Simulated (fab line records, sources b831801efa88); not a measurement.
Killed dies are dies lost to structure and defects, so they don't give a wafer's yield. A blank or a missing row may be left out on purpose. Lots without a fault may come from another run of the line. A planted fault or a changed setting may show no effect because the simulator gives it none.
Which tool did it? | flow sky130 | 24 lots, 72 wafers sampled, at 5 steps of a route of 708

WHAT THE GAUGES READ, wafer by wafer
SKY_SONOS_ONO_CD_MEAS_13: target cd 410 nm. Usual: cd_nm 410.0 nm, standard deviation 1.8.
lot  | measured     | on        | cd_nm (nm)        | flag
L074 | day 12 20:19 | cd_sem-01 | 409.5 409.9 412.3 |
L075 | day 13 00:58 | cd_sem-02 | 409.7 411.8 412.7 |
L076 | day 13 11:10 | cd_sem-02 | 408.7 407.6 408.4 |
L077 | day 13 15:30 | cd_sem-01 | 410.9 409.8 410.8 |
L078 | day 13 21:16 | cd_sem-02 | 408.4 411.3 410.7 |
L079 | day 14 10:55 | cd_sem-01 | 409.1 412.2 410.7 |
L080 | day 14 20:57 | cd_sem-02 | 408.3 408.7 409.4 |
L081 | day 15 05:17 | cd_sem-02 | 414.4 413.3 415.3 |
L082 | day 15 10:05 | cd_sem-01 | 408.1 408.1 406.1 |
L083 | day 15 17:08 | cd_sem-01 | 411.6 410.0 409.5 |
L084 | day 16 01:18 | cd_sem-01 | 409.6 409.7 408.2 |
L085 | day 16 11:08 | cd_sem-02 | 407.9 408.2 408.7 |
L086 | day 16 20:34 | cd_sem-01 | 410.3 411.5 410.0 |
L087 | day 17 06:01 | cd_sem-01 | 408.3 407.2 407.2 |
L088 | day 17 11:15 | cd_sem-01 | 409.4 409.0 407.8 |
L089 | day 17 18:37 | cd_sem-01 | 409.6 408.1 407.5 |
L090 | day 18 07:28 | cd_sem-02 | 410.0 407.7 408.6 |
L091 | day 18 14:50 | cd_sem-02 | 409.5 412.2 409.3 |
L092 | day 19 01:25 | cd_sem-02 | 408.7 410.9 410.5 |
L093 | day 19 05:06 | cd_sem-02 | 410.4 411.2 409.3 |
L094 | day 19 19:27 | cd_sem-02 | 413.5 411.6 412.1 |
L095 | day 20 04:25 | cd_sem-02 | 408.8 410.8 412.3 |
L096 | day 20 12:49 | cd_sem-01 | 410.0 409.5 410.3 |
L097 | day 20 19:22 | cd_sem-02 | 413.3 410.4 413.1 |

SKY_VIA3_OVL_MEAS_13. Usual: VIA3_OVL 3 nm, standard deviation 5.7.
lot  | measured     | on         | VIA3_OVL (nm) | flag
L074 | day 40 03:56 | overlay-02 | -5 -3 5       |
L075 | day 40 05:29 | overlay-02 | 3 5 -3        |
L076 | day 40 16:11 | overlay-01 | 3 9 -2        |
L077 | day 40 20:53 | overlay-01 | 5 7 -2        |
L078 | day 41 02:30 | overlay-02 | 2 -2 6        |
L079 | day 41 12:23 | overlay-01 | -3 5 6        |
L080 | day 42 04:15 | overlay-01 | 0 -6 -3       |
L081 | day 42 08:20 | overlay-01 | -3 2 -4       |
L082 | day 42 09:41 | overlay-02 | -3 1 2        |
L083 | day 42 15:47 | overlay-01 | 6 9 6         |
L084 | day 43 02:44 | overlay-01 | 7 -7 3        |
L085 | day 43 09:02 | overlay-01 | -2 2 6        |
L086 | day 43 12:14 | overlay-01 | -7 -5 -1      |
L087 | day 44 05:50 | overlay-01 | 11 4 1        |
L088 | day 44 06:01 | overlay-02 | 11 5 11       |
L089 | day 44 11:26 | overlay-02 | 6 5 10        |
L090 | day 44 17:11 | overlay-02 | 8 6 11        |
L091 | day 45 05:18 | overlay-01 | -2 -4 -1      |
L092 | day 45 08:34 | overlay-02 | 7 3 1         |
L093 | day 45 09:37 | overlay-01 | -1 12 9       |
L094 | day 45 14:14 | overlay-02 | -1 13 5       |
L095 | day 45 20:08 | overlay-02 | -4 -3 -7      |
L096 | day 46 08:11 | overlay-01 | 11 9 13       |
L097 | day 46 10:29 | overlay-01 | 5 5 5         |

SKY_METAL4_OVL_MEAS_14. Usual: METAL4_OVL -1 nm, standard deviation 5.3.
lot  | measured     | on         | METAL4_OVL (nm) | flag
L074 | day 42 07:56 | overlay-01 | 2 0 -2          |
L075 | day 42 08:35 | overlay-02 | -6 -2 4         |
L076 | day 42 18:56 | overlay-01 | 7 5 3           |
L077 | day 42 22:02 | overlay-02 | 2 1 -5          |
L078 | day 43 04:35 | overlay-01 | 0 3 10          |
L079 | day 43 14:20 | overlay-01 | -9 -1 -2        |
L080 | day 44 07:21 | overlay-01 | -7 -5 -5        |
L081 | day 44 08:41 | overlay-01 | -8 -8 -10       |
L082 | day 44 09:17 | overlay-01 | 2 4 -2          |
L083 | day 44 13:31 | overlay-01 | -3 5 1          |
L084 | day 45 00:49 | overlay-01 | -6 -3 4         |
L085 | day 45 08:56 | overlay-02 | -2 4 4          |
L086 | day 45 10:17 | overlay-02 | -7 -3 -1        |
L087 | day 46 02:23 | overlay-01 | -1 5 -2         |
L088 | day 46 03:25 | overlay-02 | -5 -1 -3        |
L089 | day 46 08:23 | overlay-02 | -2 1 -1         |
L090 | day 46 13:01 | overlay-01 | 9 5 7           |
L091 | day 47 02:14 | overlay-02 | -5 1 -4         |
L092 | day 47 04:29 | overlay-01 | 6 2 -2          |
L093 | day 47 07:00 | overlay-02 | -10 -2 -6       |
L094 | day 47 11:05 | overlay-01 | -14 -6 -11      |
L095 | day 47 14:32 | overlay-01 | -2 -1 2         |
L096 | day 48 03:59 | overlay-01 | 5 -6 0          |
L097 | day 48 04:43 | overlay-02 | -2 -6 -6        |

SKY_VIA4_OVL_MEAS_11. Usual: VIA4_OVL -0.3 nm, standard deviation 1.4.
lot  | measured     | on         | VIA4_OVL (nm)  | flag
L074 | day 43 09:07 | overlay-02 | -0.1 0.2 -0.4  |
L075 | day 43 09:16 | overlay-02 | 0.5 1.1 0.9    |
L076 | day 43 19:37 | overlay-01 | -0.7 -0.1 0.4  |
L077 | day 43 22:26 | overlay-02 | -0.1 -0.7 0.5  |
L078 | day 44 02:40 | overlay-02 | -2.8 -2.0 -2.5 |
L079 | day 44 12:25 | overlay-02 | -1.9 -1.1 -0.7 |
L080 | day 45 06:53 | overlay-02 | 0.7 -0.6 0.7   |
L081 | day 45 08:28 | overlay-01 | 3.7 3.0 2.3    |
L082 | day 45 09:08 | overlay-01 | -2.4 -2.5 -1.1 |
L083 | day 45 12:34 | overlay-02 | -2.5 -0.8 -2.1 |
L084 | day 45 20:58 | overlay-01 | 0.6 -0.5 0.9   |
L085 | day 46 07:44 | overlay-01 | 0.2 1.9 0.9    |
L086 | day 46 10:28 | overlay-02 | -2.4 -1.4 -0.9 |
L087 | day 47 00:22 | overlay-01 | -0.1 0.8 0.4   |
L088 | day 47 01:28 | overlay-02 | 0.1 -0.9 1.0   |
L089 | day 47 06:34 | overlay-01 | -1.4 -0.8 -1.6 |
L090 | day 47 11:04 | overlay-02 | 0.3 -1.1 0.0   |
L091 | day 47 22:37 | overlay-01 | 0.3 -0.6 0.0   |
L092 | day 48 02:28 | overlay-01 | 0.4 0.3 -0.1   |
L093 | day 48 04:38 | overlay-01 | 1.0 -0.6 -0.4  |
L094 | day 48 08:31 | overlay-02 | -1.2 -0.1 -1.3 |
L095 | day 48 11:50 | overlay-01 | 0.8 0.0 -0.7   |
L096 | day 49 00:40 | overlay-02 | -0.7 0.3 -0.4  |
L097 | day 49 01:34 | overlay-01 | -0.2 0.8 0.0   |

WHICH TOOL RAN EACH LOT (tool, then ch and the chambers of the sampled wafers, then the start)
lot  | SKY_CONTACT_CMP_04
L074 | cmp-02 ch 0,1,3, day 30 20:58
L075 | cmp-01 ch 0,1,2, day 30 22:59
L076 | cmp-01 ch 1,2,3, day 31 12:01
L077 | cmp-02 ch 1,2,3, day 31 16:07
L078 | cmp-01 ch 0,1,3, day 31 22:37
L079 | cmp-01 ch 0,1,2, day 32 10:20
L080 | cmp-02 ch 0,1,2, day 33 03:02
L081 | cmp-02 ch 0,2, day 33 08:35
L082 | cmp-02 ch 0,2,3, day 33 10:01
L083 | cmp-02 ch 1,2,3, day 33 15:43
L084 | cmp-02 ch 0,1,2, day 34 04:55
L085 | cmp-01 ch 0,1,3, day 34 10:58
L086 | cmp-02 ch 0,2,3, day 34 16:15
L087 | cmp-02 ch 1,2, day 35 06:26
L088 | cmp-01 ch 0,1, day 35 08:04
L089 | cmp-02 ch 0,1,3, day 35 19:48
L090 | cmp-01 ch 0,2,3, day 36 01:37
L091 | cmp-01 ch 2,3, day 36 07:11
L092 | cmp-01 ch 1,3, day 36 16:26
L093 | cmp-01 ch 0,1,3, day 36 17:55
L094 | cmp-02 ch 0,1,3, day 37 04:41
L095 | cmp-01 ch 1,2, day 37 14:15
L096 | cmp-01 ch 0,1, day 37 22:16
L097 | cmp-02 ch 1,2,3, day 38 03:07
- SKY_CONTACT_CMP_04: polishes SiO2.

WHAT THE TOOLS THEMSELVES READ (means of the sampled wafers that have a number; where no wafer has one, the mark that the record gives instead)
SKY_CONTACT_CMP_04. Usual: head_pressure_psi 4.000 psi, standard deviation 0.0091; motor_current_A 12.0 A, standard deviation 1.5; time_to_endpoint_s 85 s, standard deviation 3.7.
lot  | tool   | head_pressure_psi (psi) | motor_current_A (A) | time_to_endpoint_s (s) | flag
L074 | cmp-02 | 4.003                   | 10.7                | 85                     |
L075 | cmp-01 | 4.003                   | 13.1                | 80                     |
L076 | cmp-01 | 4.005                   | 12.9                | 85                     |
L077 | cmp-02 | 4.006                   | 10.7                | 85                     |
L078 | cmp-01 | 4.001                   | 13.4                | 86                     |
L079 | cmp-01 | 4.006                   | 13.4                | 87                     |
L080 | cmp-02 | 3.993                   | 10.5                | 87                     |
L081 | cmp-02 | 3.996                   | 9.8                 | 88                     |
L082 | cmp-02 | 3.997                   | 10.6                | 87                     |
L083 | cmp-02 | 4.011                   | 10.7                | 83                     |
L084 | cmp-02 | 3.992                   | 10.0                | 90                     |
L085 | cmp-01 | 4.005                   | 13.0                | 82                     |
L086 | cmp-02 | 3.997                   | 10.9                | 83                     |
L087 | cmp-02 | 4.002                   | 10.3                | 83                     |
L088 | cmp-01 | 3.998                   | 13.0                | 82                     |
L089 | cmp-02 | 4.000                   | 10.6                | 85                     |
L090 | cmp-01 | 3.993                   | 13.9                | 82                     |
L091 | cmp-01 | 3.991                   | 13.2                | 83                     |
L092 | cmp-01 | 4.001                   | 12.8                | 83                     |
L093 | cmp-01 | 3.998                   | 12.7                | 84                     |
L094 | cmp-02 | 4.004                   | 10.6                | 81                     |
L095 | cmp-01 | 3.994                   | 13.3                | 86                     |
L096 | cmp-01 | 4.003                   | 13.3                | 82                     |
L097 | cmp-02 | 3.989                   | 10.7                | 86                     |

THE ANSWER, worked out from the rows above alone
Rule: a lot is off if the mean of its wafers that have a number lies more than 3 standard deviations from the usual mean. A lot without any number at a reading at which 4 lots or more have one is off too. The other lots that the step has rows for count as sound. The gauges are gone through in route order, then the tools' own readings, and for those a lot's mean is taken as printed above. The first step at which some lot is off is used, and at that step the reading that is off furthest; a lot without a number counts as furthest.
No lot is off at any reading shown: from this, nothing can be told.

WHAT THE SIMULATOR HAD PUT IN
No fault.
